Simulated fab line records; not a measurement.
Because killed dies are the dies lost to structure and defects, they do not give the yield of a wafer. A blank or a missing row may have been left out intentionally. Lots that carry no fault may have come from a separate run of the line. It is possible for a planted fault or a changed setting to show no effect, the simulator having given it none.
Lot-split experiment + flow gf180mcu + 5 lots, 23 wafers read, on a route of 602 steps

SPLIT DETAILS
At GF_V4_SPUTTER_21 (material Ti, target thk 15 nm, time 80.02 s), the setting time-s was moved away from the recipe's 80.02 s on 10 of the 23 wafers read, by -11.7% to +13.7%. All remaining wafers had this setting at the recipe value.

The reading comes from the split's own step.

THE READING
Ti_of_V4_SPUTTER_21.thk-nm (the simulator's own value, which no gauge read), in nm, at GF_V4_SPUTTER_21 (material Ti, target thk 15 nm, time 80.02 s). No usual value for it is given in the file. The 13 wafers here that ran the recipe average 15.11 nm, standard deviation 0.14 nm.

| wafer  | tool, chamber at the split | time-s as run, s | against the recipe | Ti_of_V4_SPUTTER_21.thk-nm, nm | against lot-mates on the recipe |
|--------|----------------------------|------------------|--------------------|--------------------------------|---------------------------------|
| L075.1 | pvd-sputter-01, -          | 80.02            | recipe             | 15.09                          | -                               |
| L075.4 | pvd-sputter-01, -          | 80.02            | recipe             | 15.09                          | -                               |
| L075.6 | pvd-sputter-01, -          | 80.02            | recipe             | 15.15                          | -                               |
| L077.1 | pvd-sputter-02, -          | 70.67            | -11.7%             | 13.14                          | -1.83                           |
| L077.2 | pvd-sputter-02, -          | 80.02            | recipe             | 15.03                          | -                               |
| L077.3 | pvd-sputter-02, -          | 80.02            | recipe             | 15.02                          | -                               |
| L077.5 | pvd-sputter-02, -          | 80.02            | recipe             | 14.86                          | -                               |
| L077.6 | pvd-sputter-02, -          | 70.67            | -11.7%             | 13.08                          | -1.89                           |
| L078.1 | pvd-sputter-03, -          | 80.02            | recipe             | 15.35                          | -                               |
| L078.2 | pvd-sputter-03, -          | 80.02            | recipe             | 15.29                          | -                               |
| L078.3 | pvd-sputter-03, -          | 73.23            | -8.5%              | 14.08                          | -1.24                           |
| L078.4 | pvd-sputter-03, -          | 73.23            | -8.5%              | 14.15                          | -1.17                           |
| L078.6 | pvd-sputter-03, -          | 73.23            | -8.5%              | 13.98                          | -1.34                           |
| L079.1 | pvd-sputter-03, -          | 88.93            | +11.1%             | 16.76                          | +1.51                           |
| L079.2 | pvd-sputter-03, -          | 80.02            | recipe             | 15.25                          | -                               |
| L079.3 | pvd-sputter-03, -          | 80.02            | recipe             | 15.26                          | -                               |
| L079.4 | pvd-sputter-03, -          | 88.93            | +11.1%             | 16.87                          | +1.62                           |
| L079.5 | pvd-sputter-03, -          | 88.93            | +11.1%             | 17.03                          | +1.78                           |
| L083.2 | pvd-sputter-02, -          | 90.98            | +13.7%             | 17.03                          | +2.03                           |
| L083.3 | pvd-sputter-02, -          | 90.98            | +13.7%             | 16.97                          | +1.97                           |
| L083.4 | pvd-sputter-02, -          | 80.02            | recipe             | 14.95                          | -                               |
| L083.5 | pvd-sputter-02, -          | 80.02            | recipe             | 14.94                          | -                               |
| L083.6 | pvd-sputter-02, -          | 80.02            | recipe             | 15.11                          | -                               |

THE FIT
A straight line over all 23 wafers: Ti_of_V4_SPUTTER_21.thk-nm changes by +0.149 nm for each +1% of time-s; r = +0.99; the points scatter about the line by 0.18 nm.
The same after taking each lot's own level away (the mean of its wafers on the recipe; 23 wafers): +0.149 nm for each +1%; r = +1.00; scatter 0.077 nm.
That fit puts the effect of the largest move of time-s on the reading at 2 nm.
Across the lots, their own levels run from 14.970 to 15.320 nm, a range of 2.4 times the standard deviation given above.
The two slopes agree, so the slope changes little with the lot-to-lot level.
Check: with one of the wafers moved furthest among these (+13.7%) left out of the fit, the line predicts +2.03 nm for it against its lot-mates. Against them it came out at +2.03 nm.

THESE WAFERS: OTHER SPLITS
Before the reading, these wafers also passed through other splits. Each is held against what the fit with the lots' levels taken away leaves over:
| other split on the same wafers  | wafers away from the commonest value | r with Ti_of_V4_SPUTTER_21.thk-nm (lot level and that fit taken away) |
|---------------------------------|--------------------------------------|-----------------------------------------------------------------------|
| GF_M4_COAT_09 resist-thk-nm     | 8                                    | -0.05                                                                 |
| GF_V4_CVD_00 sih4-flow-sccm     | 5                                    | -0.03                                                                 |
| GF_V4_CMP_04 leave-above-ref-nm | 4                                    | -0.32                                                                 |
| GF_V4_PEB_12 peb-temp-c         | 9                                    | -0.19                                                                 |

FILE'S OWN FIT
Ti_of_V4_SPUTTER_21.thk-nm changes by +0.15 nm for each +1% of time-s, r = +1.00.
